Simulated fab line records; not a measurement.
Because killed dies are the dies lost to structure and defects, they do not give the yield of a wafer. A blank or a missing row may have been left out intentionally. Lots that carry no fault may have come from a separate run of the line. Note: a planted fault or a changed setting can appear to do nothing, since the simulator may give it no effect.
What tool caused it? || flow gf180mcu || Sampling: 13 lots, 39 wafers, 4 of 602 route steps

== WHAT THE GAUGES SHOWED, per wafer ==
GF_TOP_METAL_RS_MEAS_05: measures by four-point-probe. Usual: TOP_METAL_ALCU_RS typically reads 0.0327 ohm/sq, with standard deviation 0.00032.
{"lot": "L676", "measured": "day 27 10:35", "on": "filmMetro-01", "TOP_METAL_ALCU_RS (ohm/sq)": "0.0326 0.0328 0.0326", "flag": ""}
{"lot": "L677", "measured": "day 27 18:52", "on": "filmMetro-02", "TOP_METAL_ALCU_RS (ohm/sq)": "0.0321 0.0323 0.0322", "flag": ""}
{"lot": "L678", "measured": "day 28 09:19", "on": "filmMetro-01", "TOP_METAL_ALCU_RS (ohm/sq)": "0.0330 0.0330 0.0328", "flag": ""}
{"lot": "L680", "measured": "day 28 20:53", "on": "filmMetro-01", "TOP_METAL_ALCU_RS (ohm/sq)": "0.0325 0.0329 0.0324", "flag": ""}
{"lot": "L681", "measured": "day 28 23:58", "on": "filmMetro-02", "TOP_METAL_ALCU_RS (ohm/sq)": "0.0327 0.0327 0.0328", "flag": ""}
{"lot": "L682", "measured": "day 29 07:46", "on": "filmMetro-01", "TOP_METAL_ALCU_RS (ohm/sq)": "0.0327 0.0326 0.0327", "flag": ""}
{"lot": "L686", "measured": "day 30 16:25", "on": "filmMetro-01", "TOP_METAL_ALCU_RS (ohm/sq)": "0.0328 0.0329 0.0330", "flag": ""}
{"lot": "L687", "measured": "day 30 20:16", "on": "filmMetro-03", "TOP_METAL_ALCU_RS (ohm/sq)": "0.0333 0.0331 0.0332", "flag": ""}
{"lot": "L688", "measured": "day 30 23:35", "on": "filmMetro-03", "TOP_METAL_ALCU_RS (ohm/sq)": "0.0326 0.0328 0.0327", "flag": ""}
{"lot": "L694", "measured": "day 33 04:56", "on": "filmMetro-03", "TOP_METAL_ALCU_RS (ohm/sq)": "0.0324 0.0322 0.0321", "flag": ""}
{"lot": "L695", "measured": "day 33 07:08", "on": "filmMetro-01", "TOP_METAL_ALCU_RS (ohm/sq)": "0.0334 0.0333 0.0334", "flag": ""}
{"lot": "L698", "measured": "day 33 21:28", "on": "filmMetro-02", "TOP_METAL_ALCU_RS (ohm/sq)": "0.0326 0.0327 0.0326", "flag": ""}
{"lot": "L699", "measured": "day 33 21:49", "on": "filmMetro-02", "TOP_METAL_ALCU_RS (ohm/sq)": "0.0324 0.0326 0.0324", "flag": ""}

== TOOL THAT RAN EACH LOT (tool first, then ch and the chambers of the sampled wafers, then the start) ==
{"lot": "L676", "GF_LVPWELL_STRIP_10": "plasmaAsher-01 ch 0,1, day 3 23:18", "GF_MIM_SPUTTER_04": "pvdSputter-01, day 24 13:52", "GF_V5_ETCH_16": "rieDiel-04 ch 1,2,3, day 27 08:58"}
{"lot": "L677", "GF_LVPWELL_STRIP_10": "plasmaAsher-01 ch 0,1, day 4 04:27", "GF_MIM_SPUTTER_04": "pvdSputter-03, day 24 23:19", "GF_V5_ETCH_16": "rieDiel-04 ch 1,2,3, day 27 17:16"}
{"lot": "L678", "GF_LVPWELL_STRIP_10": "plasmaAsher-01 ch 0,1, day 4 10:36", "GF_MIM_SPUTTER_04": "pvdSputter-01, day 25 09:34", "GF_V5_ETCH_16": "rieDiel-02 ch 1,2,3, day 28 07:40"}
{"lot": "L680", "GF_LVPWELL_STRIP_10": "plasmaAsher-01 ch 0,1, day 4 20:43", "GF_MIM_SPUTTER_04": "pvdSputter-03, day 26 03:54", "GF_V5_ETCH_16": "rieDiel-02 ch 0,1, day 28 19:13"}
{"lot": "L681", "GF_LVPWELL_STRIP_10": "plasmaAsher-01 ch 0,1, day 5 02:20", "GF_MIM_SPUTTER_04": "pvdSputter-01, day 26 06:52", "GF_V5_ETCH_16": "rieDiel-04 ch 1,2,3, day 28 22:22"}
{"lot": "L682", "GF_LVPWELL_STRIP_10": "plasmaAsher-04 ch 0,1, day 5 07:23", "GF_MIM_SPUTTER_04": "pvdSputter-01, day 26 15:31", "GF_V5_ETCH_16": "rieDiel-02 ch 0,1,3, day 29 06:07"}
{"lot": "L686", "GF_LVPWELL_STRIP_10": "plasmaAsher-03 ch 0,1, day 6 05:57", "GF_MIM_SPUTTER_04": "pvdSputter-04, day 28 04:11", "GF_V5_ETCH_16": "rieDiel-03 ch 0,1,2, day 30 14:49"}
{"lot": "L687", "GF_LVPWELL_STRIP_10": "plasmaAsher-04 ch 1, day 6 11:14", "GF_MIM_SPUTTER_04": "pvdSputter-04, day 28 07:58", "GF_V5_ETCH_16": "rieDiel-03 ch 0,2, day 30 18:40"}
{"lot": "L688", "GF_LVPWELL_STRIP_10": "plasmaAsher-04 ch 1, day 6 14:23", "GF_MIM_SPUTTER_04": "pvdSputter-03, day 28 11:02", "GF_V5_ETCH_16": "rieDiel-03 ch 1,2, day 30 21:58"}
{"lot": "L694", "GF_LVPWELL_STRIP_10": "plasmaAsher-01 ch 0,1, day 8 14:44", "GF_MIM_SPUTTER_04": "pvdSputter-01, day 30 22:52", "GF_V5_ETCH_16": "rieDiel-02 ch 0,1,2, day 33 03:16"}
{"lot": "L695", "GF_LVPWELL_STRIP_10": "plasmaAsher-03 ch 0,1, day 8 18:12", "GF_MIM_SPUTTER_04": "pvdSputter-04, day 31 02:02", "GF_V5_ETCH_16": "rieDiel-02 ch 0,1,2, day 33 05:28"}
{"lot": "L698", "GF_LVPWELL_STRIP_10": "plasmaAsher-01 ch 0,1, day 9 07:15", "GF_MIM_SPUTTER_04": "pvdSputter-01, day 31 16:58", "GF_V5_ETCH_16": "rieDiel-02 ch 0,1,2, day 33 19:49"}
{"lot": "L699", "GF_LVPWELL_STRIP_10": "plasmaAsher-03 ch 0,1, day 9 08:20", "GF_MIM_SPUTTER_04": "pvdSputter-01, day 31 18:54", "GF_V5_ETCH_16": "rieDiel-04 ch 2,3, day 33 20:10"}
- GF_LVPWELL_STRIP_10: strips in O2/N2.
- GF_MIM_SPUTTER_04: material TiN, target thk 50 nm, time 41.7 s.
- GF_V5_ETCH_16: etches BARC in N2/H2.

== AS READ BY THE TOOLS THEMSELVES (means over the sampled wafers that have a number; for cases with no such wafer, the mark the record gives instead) ==
GF_LVPWELL_STRIP_10. Usual: chamberPressureMTorr 1500.0 mTorr, standard deviation 1.3; drypumpMotorCurrentA 5.9 A, standard deviation 0.52; heaterPowerW 353 W, standard deviation 37; oesProductAu 0.723 a.u., standard deviation 0.0047; stripTimeToEndpointS 36.99 s, standard deviation 0.094.
{"lot": "L676", "tool": "plasmaAsher-01", "chamberPressureMTorr (mTorr)": 1500.0, "drypumpMotorCurrentA (A)": 6.3, "heaterPowerW (W)": 354, "oesProductAu (a.u.)": 0.723, "stripTimeToEndpointS (s)": 36.91, "flag": ""}
{"lot": "L677", "tool": "plasmaAsher-01", "chamberPressureMTorr (mTorr)": 1499.9, "drypumpMotorCurrentA (A)": 6.0, "heaterPowerW (W)": 370, "oesProductAu (a.u.)": 0.722, "stripTimeToEndpointS (s)": 36.91, "flag": ""}
{"lot": "L678", "tool": "plasmaAsher-01", "chamberPressureMTorr (mTorr)": 1500.2, "drypumpMotorCurrentA (A)": 6.4, "heaterPowerW (W)": 363, "oesProductAu (a.u.)": 0.721, "stripTimeToEndpointS (s)": 36.91, "flag": ""}
{"lot": "L680", "tool": "plasmaAsher-01", "chamberPressureMTorr (mTorr)": 1500.5, "drypumpMotorCurrentA (A)": 6.3, "heaterPowerW (W)": 359, "oesProductAu (a.u.)": 0.720, "stripTimeToEndpointS (s)": 37.07, "flag": ""}
{"lot": "L681", "tool": "plasmaAsher-01", "chamberPressureMTorr (mTorr)": 1499.7, "drypumpMotorCurrentA (A)": 6.0, "heaterPowerW (W)": 375, "oesProductAu (a.u.)": 0.723, "stripTimeToEndpointS (s)": 37.09, "flag": ""}
{"lot": "L682", "tool": "plasmaAsher-04", "chamberPressureMTorr (mTorr)": 1500.3, "drypumpMotorCurrentA (A)": 5.8, "heaterPowerW (W)": 367, "oesProductAu (a.u.)": 0.722, "stripTimeToEndpointS (s)": 36.78, "flag": ""}
{"lot": "L686", "tool": "plasmaAsher-03", "chamberPressureMTorr (mTorr)": 1500.0, "drypumpMotorCurrentA (A)": 5.4, "heaterPowerW (W)": 320, "oesProductAu (a.u.)": 0.728, "stripTimeToEndpointS (s)": 36.97, "flag": ""}
{"lot": "L687", "tool": "plasmaAsher-04", "chamberPressureMTorr (mTorr)": 1500.0, "drypumpMotorCurrentA (A)": 5.6, "heaterPowerW (W)": 400, "oesProductAu (a.u.)": 0.720, "stripTimeToEndpointS (s)": 37.00, "flag": ""}
{"lot": "L688", "tool": "plasmaAsher-04", "chamberPressureMTorr (mTorr)": 1501.3, "drypumpMotorCurrentA (A)": 5.6, "heaterPowerW (W)": 408, "oesProductAu (a.u.)": 0.720, "stripTimeToEndpointS (s)": 36.95, "flag": ""}
{"lot": "L694", "tool": "plasmaAsher-01", "chamberPressureMTorr (mTorr)": 1500.3, "drypumpMotorCurrentA (A)": 6.4, "heaterPowerW (W)": 358, "oesProductAu (a.u.)": 0.727, "stripTimeToEndpointS (s)": 36.97, "flag": ""}
{"lot": "L695", "tool": "plasmaAsher-03", "chamberPressureMTorr (mTorr)": 1500.1, "drypumpMotorCurrentA (A)": 5.4, "heaterPowerW (W)": 317, "oesProductAu (a.u.)": 0.722, "stripTimeToEndpointS (s)": 37.00, "flag": ""}
{"lot": "L698", "tool": "plasmaAsher-01", "chamberPressureMTorr (mTorr)": 1499.7, "drypumpMotorCurrentA (A)": 6.3, "heaterPowerW (W)": 363, "oesProductAu (a.u.)": 0.720, "stripTimeToEndpointS (s)": 36.98, "flag": ""}
{"lot": "L699", "tool": "plasmaAsher-03", "chamberPressureMTorr (mTorr)": 1499.9, "drypumpMotorCurrentA (A)": 5.2, "heaterPowerW (W)": 323, "oesProductAu (a.u.)": 0.724, "stripTimeToEndpointS (s)": 37.11, "flag": ""}

GF_MIM_SPUTTER_04. Usual: 29.7 % for throttleValvePct, sd 0.88.
{"lot": "L676", "tool": "pvdSputter-01", "throttleValvePct (%)": 30.8, "flag": ""}
{"lot": "L677", "tool": "pvdSputter-03", "throttleValvePct (%)": 30.0, "flag": ""}
{"lot": "L678", "tool": "pvdSputter-01", "throttleValvePct (%)": 29.6, "flag": ""}
{"lot": "L680", "tool": "pvdSputter-03", "throttleValvePct (%)": 29.4, "flag": ""}
{"lot": "L681", "tool": "pvdSputter-01", "throttleValvePct (%)": 29.9, "flag": ""}
{"lot": "L682", "tool": "pvdSputter-01", "throttleValvePct (%)": 29.6, "flag": ""}
{"lot": "L686", "tool": "pvdSputter-04", "throttleValvePct (%)": 29.7, "flag": ""}
{"lot": "L687", "tool": "pvdSputter-04", "throttleValvePct (%)": 29.9, "flag": ""}
{"lot": "L688", "tool": "pvdSputter-03", "throttleValvePct (%)": 29.9, "flag": ""}
{"lot": "L694", "tool": "pvdSputter-01", "throttleValvePct (%)": 29.2, "flag": ""}
{"lot": "L695", "tool": "pvdSputter-04", "throttleValvePct (%)": 29.1, "flag": ""}
{"lot": "L698", "tool": "pvdSputter-01", "throttleValvePct (%)": 30.1, "flag": ""}
{"lot": "L699", "tool": "pvdSputter-01", "throttleValvePct (%)": 29.5, "flag": ""}

GF_V5_ETCH_16. Usual: chamberPressureMTorr 30.001 mTorr, standard deviation 0.027; drypumpMotorCurrentA 5.5 A, standard deviation 0.51; oesProductAu 0.855 a.u., standard deviation 0.0053; throttleValvePct 13.223 %, standard deviation 0.01.
{"lot": "L676", "tool": "rieDiel-04", "chamberPressureMTorr (mTorr)": 29.972, "drypumpMotorCurrentA (A)": 5.5, "oesProductAu (a.u.)": 0.858, "throttleValvePct (%)": 13.223, "flag": ""}
{"lot": "L677", "tool": "rieDiel-04", "chamberPressureMTorr (mTorr)": 30.004, "drypumpMotorCurrentA (A)": 5.5, "oesProductAu (a.u.)": 0.854, "throttleValvePct (%)": 13.226, "flag": ""}
{"lot": "L678", "tool": "rieDiel-02", "chamberPressureMTorr (mTorr)": 30.008, "drypumpMotorCurrentA (A)": 5.6, "oesProductAu (a.u.)": 0.849, "throttleValvePct (%)": 13.221, "flag": ""}
{"lot": "L680", "tool": "rieDiel-02", "chamberPressureMTorr (mTorr)": 30.008, "drypumpMotorCurrentA (A)": 5.7, "oesProductAu (a.u.)": 0.861, "throttleValvePct (%)": 13.214, "flag": ""}
{"lot": "L681", "tool": "rieDiel-04", "chamberPressureMTorr (mTorr)": 29.974, "drypumpMotorCurrentA (A)": 5.5, "oesProductAu (a.u.)": 0.863, "throttleValvePct (%)": 13.221, "flag": ""}
{"lot": "L682", "tool": "rieDiel-02", "chamberPressureMTorr (mTorr)": 30.008, "drypumpMotorCurrentA (A)": 5.7, "oesProductAu (a.u.)": 0.854, "throttleValvePct (%)": 13.215, "flag": ""}
{"lot": "L686", "tool": "rieDiel-03", "chamberPressureMTorr (mTorr)": 29.985, "drypumpMotorCurrentA (A)": 5.8, "oesProductAu (a.u.)": 0.857, "throttleValvePct (%)": 13.226, "flag": ""}
{"lot": "L687", "tool": "rieDiel-03", "chamberPressureMTorr (mTorr)": 30.024, "drypumpMotorCurrentA (A)": 6.2, "oesProductAu (a.u.)": 0.853, "throttleValvePct (%)": 13.220, "flag": ""}
{"lot": "L688", "tool": "rieDiel-03", "chamberPressureMTorr (mTorr)": 29.991, "drypumpMotorCurrentA (A)": 5.4, "oesProductAu (a.u.)": 0.857, "throttleValvePct (%)": 13.216, "flag": ""}
{"lot": "L694", "tool": "rieDiel-02", "chamberPressureMTorr (mTorr)": 30.016, "drypumpMotorCurrentA (A)": 5.6, "oesProductAu (a.u.)": 0.857, "throttleValvePct (%)": 13.223, "flag": ""}
{"lot": "L695", "tool": "rieDiel-02", "chamberPressureMTorr (mTorr)": 29.992, "drypumpMotorCurrentA (A)": 5.6, "oesProductAu (a.u.)": 0.852, "throttleValvePct (%)": 13.228, "flag": ""}
{"lot": "L698", "tool": "rieDiel-02", "chamberPressureMTorr (mTorr)": 29.993, "drypumpMotorCurrentA (A)": 5.6, "oesProductAu (a.u.)": 0.861, "throttleValvePct (%)": 13.219, "flag": ""}
{"lot": "L699", "tool": "rieDiel-04", "chamberPressureMTorr (mTorr)": 30.004, "drypumpMotorCurrentA (A)": 5.0, "oesProductAu (a.u.)": 0.851, "throttleValvePct (%)": 13.235, "flag": ""}

== THE ANSWER, worked out from the rows above alone ==
Rule: a lot counts as off when the mean over its wafers that have a number is more than 3 standard deviations away from the usual mean. Also off: a lot with no number at a reading for which 4 or more lots have one. All remaining lots with rows at the step are treated as sound. The gauges are gone through in route order, then the tools' own readings, and for those a lot's mean is taken as printed above. At the first step where some lot is off, the reading lying furthest off is the one used; lots without a number count as furthest.
None of the lots is off at any reading shown; this tells nothing.

== WHAT THE SIMULATOR PUT IN ==
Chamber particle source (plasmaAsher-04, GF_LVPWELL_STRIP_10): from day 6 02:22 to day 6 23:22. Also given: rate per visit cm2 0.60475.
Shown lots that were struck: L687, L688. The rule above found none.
